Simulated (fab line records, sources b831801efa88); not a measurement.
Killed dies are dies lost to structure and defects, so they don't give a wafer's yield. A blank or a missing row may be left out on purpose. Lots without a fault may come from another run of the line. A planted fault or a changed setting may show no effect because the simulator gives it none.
Chamber matching | flow gf180mcu | GF_STI_CMP_25 on cmp-02: 4 sister chambers
The step polishes, stops on Si3N4, t overpolish 33 s, target thk 524.6 nm. 4 wafers are shown with their chamber, then 8 later ones without.

WAFERS WITH THEIR CHAMBER
wafer  | chamber | motor_current_A (A)
L946.6 | 1       | 11.1
L948.1 | 2       | 13.6
L948.2 | 3       | 10.1
L948.4 | 0       | 12.3

WAFERS WITHOUT THEIR CHAMBER
wafer  | motor_current_A (A)
L950.1 | 12.3
L950.2 | 9.9
L950.4 | 10.9
L951.4 | 12.7
L951.5 | 9.8
L951.6 | 12.9
L960.1 | 12.0
L960.5 | 12.6

WHICH CHAMBER EACH WENT THROUGH
wafer  | from the rows above     | in truth
L950.1 | 0                       | 0
L950.2 | 3                       | 3
L950.4 | can't be placed: 1 or 3 | 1
L951.4 | can't be placed: 0 or 2 | 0
L951.5 | 3                       | 3
L951.6 | can't be placed: 0 or 2 | 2
L960.1 | can't be placed: 0 or 1 | 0
L960.5 | 0                       | 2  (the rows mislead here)
Placed correctly: 3 of 8. Can't be placed from these rows: 4 (the true chamber is among the candidates in 4). Placed wrongly: 1.
How it was worked out, from the rows above alone: a wafer's distance from a chamber is the root of the sum, over the readings, of the square of ((its reading less the chamber's mean) divided by the reading's scatter). The wafer belongs to the nearest chamber; if the next one is less than 2 further off, it can't be placed. A chamber's mean is the mean of its shown wafers. The scatter: with one shown wafer a chamber, the root of the mean of the squares of how far each hidden wafer lies from its nearest shown one.
